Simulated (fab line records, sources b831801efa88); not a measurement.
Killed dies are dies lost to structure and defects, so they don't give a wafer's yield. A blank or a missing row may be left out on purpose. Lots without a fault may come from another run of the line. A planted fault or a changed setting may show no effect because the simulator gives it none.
One fault seen from 2 desks | flow gf180mcu | each desk has only its own numbers; what lay behind them comes last

THE METROLOGY DESK
What the gauges read, lot by lot, whatever tool the lot ran on: means of the sampled wafers that have a number. A lot is out of limits, marked OUT, if its mean lies more than 4 standard deviations from the usual mean; the brackets give that distance.
Columns: A = MIM_ALCU_RS at GF_MIM_RS_MEAS_10, usual 0.1605 ohm/sq; B = MIM_ALCU_THK at GF_MIM_THK_MEAS_11, usual 198.8 nm
lot  | first seen here | A                 | B
L514 | day 24 10:07    | 0.1586            | 201.1
L517 | day 25 18:29    | 0.1629            | 195.6
L520 | day 26 15:17    | 0.1585            | 199.6
L524 | day 27 22:37    | 0.1601            | 200.0
L526 | day 28 09:19    | 0.1695 (+4.5) OUT | 188.7 (-4.2) OUT
L528 | day 29 00:28    | 0.1700 (+4.8) OUT | 190.6
L530 | day 29 13:07    | 0.1618            | 197.9
L531 | day 29 18:41    | 0.1618            | 198.0
L532 | day 30 06:17    | 0.1624            | 195.9
L533 | day 30 09:40    | 0.1603            | 199.2
L536 | day 31 03:59    | 0.1603            | 199.0
This desk's finding: out of limits on L526, L528; first on L526, day 28 09:19 (MIM_ALCU_RS at GF_MIM_RS_MEAS_10). In limits: L514, L517, L520, L524, L530, L531, L532, L533, L536.

THE TOOL OWNER'S DESK: pvd_sputter-01
The tool's own readings at GF_MIM_SPUTTER_08 (material AlCu, target thk 200 nm, time 10.6 s): means of the sampled wafers that have a number, for each lot that ran on this tool. A lot is out of limits, marked OUT, if its mean lies more than 4 standard deviations from the usual mean; the brackets give that distance.
Columns: A = chamber_pressure_pa at GF_MIM_SPUTTER_08, usual 0.4000 Pa; B = throttle_valve_pct at GF_MIM_SPUTTER_08, usual 30.3 %
lot  | first seen here | A                | B
L517 | day 25 18:22    | 0.4003           | 30.2
L524 | day 27 22:34    | 0.3995           | 30.9
L526 | day 28 09:16    | 0.4716 (+82) OUT | 27.6
L528 | day 29 00:25    | 0.4705 (+81) OUT | 27.3
L536 | day 31 03:56    | 0.3996           | 31.2
This desk's finding: out of limits on L526, L528; first on L526, day 28 09:16 (chamber_pressure_pa at GF_MIM_SPUTTER_08). In limits: L517, L524, L536.

PUT TOGETHER
The tool owner's desk could have raised an alarm at day 28 09:16, on L526, L528.
The metrology desk could have raised an alarm at day 28 09:19, on L526, L528.
Of the lots named, all ran GF_MIM_SPUTTER_08 on pvd_sputter-01.

WHAT THE SIMULATOR HAD PUT IN
Process parameter drift: pvd_sputter-01, from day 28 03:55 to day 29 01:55, at GF_MIM_SPUTTER_08. Setting chamber_pressure_pa, moved by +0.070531, from 0.4. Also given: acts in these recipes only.
Lots struck among those shown: L526, L528.
Hours from the fault's start to each desk's first reading out of limits: the tool owner's desk, 5; the metrology desk, 5.
